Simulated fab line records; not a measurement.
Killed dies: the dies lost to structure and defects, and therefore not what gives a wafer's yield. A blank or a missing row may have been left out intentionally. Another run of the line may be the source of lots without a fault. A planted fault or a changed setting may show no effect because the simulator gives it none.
Which tool was responsible? | flow gf180mcu | 12 lots, 36 wafers sampled, at 5 steps of a route of 602

== WHAT THE GAUGES SHOWED, per wafer ==
GF_NWELL_OVL_MEAS_07. Usual: NWELL_OVL gives 1.0 nm (standard deviation 1.1).
lot  | measured    | on         | NWELL_OVL (nm) | flag
L374 | day 3 18:00 | overlay-02 | 1.0 -0.2 0.6   |
L375 | day 4 02:30 | overlay-01 | 1.1 0.3 2.0    |
L377 | day 4 12:32 | overlay-02 | 1.8 1.2 0.5    |
L378 | day 4 19:29 | overlay-01 | 3.1 3.1 3.5    |
L379 | day 5 02:29 | overlay-02 | 0.4 1.6 1.5    |
L380 | day 5 09:48 | overlay-01 | 2.2 1.8 2.2    |
L381 | day 5 09:05 | overlay-02 | 0.4 0.9 -1.1   |
L388 | day 6 23:54 | overlay-01 | 0.1 0.8 0.7    |
L391 | day 7 14:20 | overlay-01 | 2.0 0.9 1.5    |
L393 | day 8 03:11 | overlay-02 | -0.7 0.3 0.3   |
L394 | day 8 08:47 | overlay-02 | 0.5 2.8 0.3    |
L395 | day 8 15:11 | overlay-01 | 1.1 1.1 2.0    |

GF_VT_IMPLANT_RS_MEAS_47: measures by four-point-probe. Usual: NWELL_RS gives 488.2 ohm/sq (standard deviation 1.3).
lot  | measured     | on            | NWELL_RS (ohm/sq) | flag
L374 | day 8 01:17  | film metro-01 | 487.0 488.1 486.9 |
L375 | day 8 10:14  | film metro-03 | 488.9 489.9 488.7 |
L377 | day 8 22:45  | film metro-03 | 486.2 486.3 485.5 |
L378 | day 9 06:09  | film metro-01 | 488.2 488.3 486.1 |
L379 | day 9 17:06  | film metro-04 | 487.2 488.6 487.8 |
L380 | day 10 01:35 | film metro-01 | 486.6 485.7 487.7 |
L381 | day 9 23:57  | film metro-01 | 499.4 497.0 498.6 | OFF
L388 | day 12 03:41 | film metro-01 | 497.8 497.4 497.8 | OFF
L391 | day 12 19:27 | film metro-01 | 489.6 487.6 487.4 |
L393 | day 13 11:51 | film metro-03 | 487.3 487.6 487.8 |
L394 | day 13 17:38 | film metro-01 | 487.0 489.6 488.7 |
L395 | day 14 01:40 | film metro-03 | 486.8 486.8 486.6 |

== WHAT TOOL EACH LOT RAN ON (gives the tool, then ch and the chambers of the sampled wafers, and finally the start) ==
lot  | GF_STI_ETCH_14                  | GF_NWELL_IMPLANT_09            | GF_MVSD_STRIP_10
L374 | rie si-02 ch 0,2, day 2 12:11   | implanter-01 ch 0, day 3 18:18 | plasma asher-02 ch 0,1, day 4 21:16
L375 | rie si-02 ch 1,2,3, day 2 18:47 | implanter-02 ch 0, day 4 02:44 | plasma asher-04 ch 0,1, day 5 05:53
L377 | rie si-01 ch 0,1,2, day 3 04:01 | implanter-02 ch 0, day 4 12:43 | plasma asher-03 ch 0,1, day 5 16:46
L378 | rie si-01 ch 0,1,2, day 3 08:20 | implanter-01 ch 0, day 4 19:41 | plasma asher-02 ch 0,1, day 5 23:31
L379 | rie si-02 ch 1,2,3, day 3 14:26 | implanter-01 ch 0, day 5 02:40 | plasma asher-03 ch 1, day 6 07:40
L380 | rie si-01 ch 0,3, day 3 19:52   | implanter-02 ch 0, day 5 10:00 | plasma asher-03 ch 0,1, day 6 15:13
L381 | rie si-02 ch 0,2,3, day 3 22:59 | implanter-01 ch 0, day 5 09:16 | plasma asher-04 ch 0,1, day 6 14:23
L388 | rie si-01 ch 0,2,3, day 5 12:08 | implanter-01 ch 0, day 7 00:06 | plasma asher-04 ch 0,1, day 8 09:15
L391 | rie si-01 ch 0,3, day 6 03:29   | implanter-02 ch 0, day 7 14:31 | plasma asher-03 ch 0,1, day 8 23:46
L393 | rie si-01 ch 2,3, day 6 13:29   | implanter-04 ch 0, day 8 03:22 | plasma asher-02 ch 0,1, day 9 13:40
L394 | rie si-01 ch 0,2, day 6 18:34   | implanter-02 ch 0, day 8 09:00 | plasma asher-04 ch 0,1, day 9 19:19
L395 | rie si-02 ch 1,2,3, day 6 23:49 | implanter-02 ch 0, day 8 15:24 | plasma asher-04 ch 0,1, day 10 02:13
- GF_STI_ETCH_14: etches Si in HBr/Cl2/O2, target depth 360 nm, time 102.9 s.
- GF_NWELL_IMPLANT_09
- GF_MVSD_STRIP_10: strips in O2/N2.

== WHAT THE TOOLS THEMSELVES READ (means of the sampled wafers that have a number; where no wafer has one, the mark that the record gives instead) ==
GF_STI_ETCH_14. Usual: O2_flow_sccm 5.997 sccm, standard deviation 0.017; drypump motor current A 5.7 A, standard deviation 0.55; oes product au 1.001 a.u., standard deviation 0.012; rf fwd power W 595.7 W, standard deviation 2; throttle valve pct 25.655 %, standard deviation 0.012.
lot  | tool      | O2_flow_sccm (sccm) | drypump motor current A (A) | oes product au (a.u.) | rf fwd power W (W) | throttle valve pct (%) | flag
L374 | rie si-02 | 5.995               | 5.9                         | 0.989                 | 595.9              | 25.671                 |
L375 | rie si-02 | 6.001               | 5.3                         | 1.009                 | 596.0              | 25.655                 |
L377 | rie si-01 | 5.983               | 6.1                         | 1.003                 | 595.4              | 25.660                 |
L378 | rie si-01 | 6.016               | 6.1                         | 1.005                 | 597.8              | 25.658                 |
L379 | rie si-02 | 5.992               | 5.3                         | 1.000                 | 594.7              | 25.654                 |
L380 | rie si-01 | 5.999               | 6.2                         | 1.008                 | 595.8              | 25.650                 |
L381 | rie si-02 | 5.996               | 5.7                         | 0.989                 | 596.4              | 25.669                 |
L388 | rie si-01 | 6.003               | 5.9                         | 1.013                 | 595.1              | 25.652                 |
L391 | rie si-01 | 5.988               | 6.1                         | 1.013                 | 597.5              | 25.647                 |
L393 | rie si-01 | 6.003               | 5.7                         | 1.009                 | 594.4              | 25.647                 |
L394 | rie si-01 | 6.012               | 5.8                         | 1.005                 | 595.1              | 25.655                 |
L395 | rie si-02 | 5.995               | 5.3                         | 0.997                 | 596.4              | 25.663                 |

GF_NWELL_IMPLANT_09. Usual: dose ions cm2 4e+12, standard deviation 4.5e+09; faraday current uA 22.6, standard deviation 0.49.
lot  | tool         | dose ions cm2 | faraday current uA | flag
L374 | implanter-01 | 4e+12         | 22.8               |
L375 | implanter-02 | 4e+12         | 22.8               |
L377 | implanter-02 | 4e+12         | 22.7               |
L378 | implanter-01 | 4e+12         | 22.7               |
L379 | implanter-01 | 4e+12         | 22.4               |
L380 | implanter-02 | 4e+12         | 22.8               |
L381 | implanter-01 | 3e+12         | 19.7               | OFF
L388 | implanter-01 | 3e+12         | 19.7               | OFF
L391 | implanter-02 | 4e+12         | 22.5               |
L393 | implanter-04 | 4e+12         | 22.4               |
L394 | implanter-02 | 4e+12         | 22.7               |
L395 | implanter-02 | 4e+12         | 22.5               |

GF_MVSD_STRIP_10. Usual: drypump motor current A 5.5 A, standard deviation 0.36; heater power w 339 W, standard deviation 37; oes product au 0.723 a.u., standard deviation 0.0043; strip time to endpoint s 37.01 s, standard deviation 0.1.
lot  | tool            | drypump motor current A (A) | heater power w (W) | oes product au (a.u.) | strip time to endpoint s (s) | flag
L374 | plasma asher-02 | 5.6                         | 421                | 0.726                 | 36.99                        |
L375 | plasma asher-04 | 5.3                         | 304                | 0.723                 | 37.04                        |
L377 | plasma asher-03 | 5.8                         | 349                | 0.722                 | 36.84                        |
L378 | plasma asher-02 | 5.6                         | 409                | 0.722                 | 37.04                        |
L379 | plasma asher-03 | 5.5                         | 375                | 0.724                 | 36.95                        |
L380 | plasma asher-03 | 5.8                         | 345                | 0.721                 | 37.02                        |
L381 | plasma asher-04 | 5.6                         | 305                | 0.721                 | 36.97                        |
L388 | plasma asher-04 | 5.3                         | 306                | 0.724                 | 37.03                        |
L391 | plasma asher-03 | 5.6                         | 359                | 0.722                 | 37.08                        |
L393 | plasma asher-02 | 5.5                         | 403                | 0.723                 | 37.02                        |
L394 | plasma asher-04 | 5.2                         | 309                | 0.720                 | 36.98                        |
L395 | plasma asher-04 | 5.2                         | 308                | 0.725                 | 37.06                        |

== THE ANSWER, worked out from the rows above alone ==
Rule: lot off if the mean of its wafers having a number is beyond 3 standard deviations from the usual mean. A lot without any number at a reading at which 4 lots or more have one is off too. Where the step has rows for the other lots, those lots are counted as sound. First the gauges in route order, then the tools' own readings, where a lot's mean is used as printed above. At the first step where some lot is off, the reading lying furthest off is the one used; lots without a number count as furthest.
Off: L381, L388, seen at GF_VT_IMPLANT_RS_MEAS_47 (NWELL_RS).
If a tool, at a process step before that reading, ran all the lots that are off and no sound lot after the first of them, it fits. The gauges at GF_VT_IMPLANT_RS_MEAS_47 aren't tried: what is off there is off at GF_NWELL_IMPLANT_09 too, on other tools, and a gauge's error can't cause that. One candidate fits, namely implanter-01 at GF_NWELL_IMPLANT_09. Its last sound lot is L379 (day 5 02:40), its first lot that is off L381 (day 5 09:16): a fault that began between those two fits.
The tool's own readings at GF_NWELL_IMPLANT_09 bear it out: on the lots that are off they differ by more than 5 times the standard deviation of the sound lots' means. dose ions cm2 reads 3e+12 there against 4e+12 on the sound lots; faraday current uA reads 19.7 there against 22.6 on the sound lots.

== WHAT THE SIMULATOR PUT IN ==
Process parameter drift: implanter-01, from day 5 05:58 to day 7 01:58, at GF_NWELL_IMPLANT_09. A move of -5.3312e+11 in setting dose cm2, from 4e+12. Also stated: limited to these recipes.
Shown lots that were struck: L381, L388. The rule given above showed the same thing.
